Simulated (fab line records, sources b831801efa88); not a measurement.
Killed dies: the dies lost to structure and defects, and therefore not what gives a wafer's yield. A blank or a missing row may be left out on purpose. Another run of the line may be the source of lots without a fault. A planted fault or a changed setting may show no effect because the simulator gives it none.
Which of the tools did it? + flow gf180mcu + 11 lots with 33 wafers sampled at 4 steps, on a route of 602 steps

WHAT THE GAUGES READ, wafer by wafer
GF_VT_IMPLANT_TW_MEAS_32.
| lot  | measured     | on            | VT_IMPLANT_3_TW |
|------|--------------|---------------|-----------------|
| L741 | day 6 23:55  | film-metro-02 | 275 274 275     |
| L742 | day 7 07:31  | film-metro-04 | 269 269 269     |
| L744 | day 8 00:16  | film-metro-04 | 270 270 269     |
| L746 | day 8 17:02  | film-metro-03 | 261 263 262     |
| L749 | day 9 13:43  | film-metro-04 | 269 268 270     |
| L750 | day 9 17:54  | film-metro-03 | 265 265 265     |
| L751 | day 9 23:38  | film-metro-02 | 276 273 273     |
| L755 | day 10 22:48 | film-metro-04 | 42 42 42        |
| L759 | day 12 02:23 | film-metro-02 | 273 271 272     |
| L762 | day 12 21:27 | film-metro-02 | 274 273 273     |
| L763 | day 13 06:07 | film-metro-03 | 262 262 262     |

EACH LOT AND THE TOOL THAT RAN IT (in order: tool; ch and the chambers of the sampled wafers; start)
| lot  | GF_MVSD_STRIP_10                     | GF_VT_IMPLANT_STRIP_20               | GF_VT_IMPLANT_STRIP_31               |
|------|--------------------------------------|--------------------------------------|--------------------------------------|
| L741 | plasma-asher-02 ch 0,1, day 4 13:59  | plasma-asher-01 ch 0,1, day 6 08:23  | plasma-asher-04 ch 0,1, day 6 23:50  |
| L742 | plasma-asher-02 ch 0,1, day 4 20:32  | plasma-asher-04 ch 0,1, day 6 15:52  | plasma-asher-02 ch 0,1, day 7 07:26  |
| L744 | plasma-asher-02 ch 0, day 5 10:46    | plasma-asher-02 ch 0,1, day 7 08:22  | plasma-asher-02 ch 0,1, day 8 00:09  |
| L746 | plasma-asher-03 ch 0,1, day 6 01:46  | plasma-asher-01 ch 0,1, day 8 00:41  | plasma-asher-04 ch 0,1, day 8 16:56  |
| L749 | plasma-asher-02 ch 0,1, day 6 19:41  | plasma-asher-01 ch 0,1, day 8 20:23  | plasma-asher-04 ch 0,1, day 9 13:37  |
| L750 | plasma-asher-01 ch 0,1, day 6 22:31  | plasma-asher-04 ch 0,1, day 9 00:34  | plasma-asher-04 ch 0,1, day 9 17:47  |
| L751 | plasma-asher-03 ch 0,1, day 7 04:28  | plasma-asher-02 ch 0,1, day 9 06:05  | plasma-asher-01 ch 0,1, day 9 23:32  |
| L755 | plasma-asher-02 ch 0,1, day 8 01:31  | plasma-asher-01 ch 0,1, day 10 04:29 | plasma-asher-04 ch 0,1, day 10 22:42 |
| L759 | plasma-asher-01 ch 0,1, day 9 01:53  | plasma-asher-04 ch 0,1, day 11 07:21 | plasma-asher-01 ch 0,1, day 12 02:17 |
| L762 | plasma-asher-03 ch 0,1, day 9 18:40  | plasma-asher-04 ch 0, day 12 01:21   | plasma-asher-02 ch 0,1, day 12 21:20 |
| L763 | plasma-asher-02 ch 0,1, day 10 03:11 | plasma-asher-04 ch 0,1, day 12 10:04 | plasma-asher-02 ch 0,1, day 13 06:02 |
- GF_MVSD_STRIP_10: strips in O2/N2.
- GF_VT_IMPLANT_STRIP_20: strips in O2/N2.
- GF_VT_IMPLANT_STRIP_31: strips in O2/N2.

THE ANSWER, worked out from the rows above alone
Rule: usual is defined by the lots themselves. Put in order of their means at a reading, lots are off if they are a third of the lots or fewer, leave a main group of 4 or more, and stand apart from it by a gap of 3 or more times the standard deviation of the main group's means; of several such gaps the widest counts. The tables above print the reading to a certain number of digits; a main group whose means all agree to those digits is not used. Also off: a lot with no number at a reading for which 4 or more lots have one. Any other lot the step has rows for is counted as sound.
Off: L755, seen at GF_VT_IMPLANT_TW_MEAS_32 (VT_IMPLANT_3_TW). For the main group the mean is 269 and the standard deviation 4.5.
If a tool, at a process step before that reading, ran all the lots that are off and no sound lot after the first of them, it fits. Those tools and the gauges at GF_VT_IMPLANT_TW_MEAS_32 are tried in the same way. Can't be told from this: 3 tools fit, plasma-asher-01 at GF_VT_IMPLANT_STRIP_20, plasma-asher-04 at GF_VT_IMPLANT_STRIP_31, film-metro-04 at GF_VT_IMPLANT_TW_MEAS_32.

WHAT HAD BEEN PUT IN BY THE SIMULATOR
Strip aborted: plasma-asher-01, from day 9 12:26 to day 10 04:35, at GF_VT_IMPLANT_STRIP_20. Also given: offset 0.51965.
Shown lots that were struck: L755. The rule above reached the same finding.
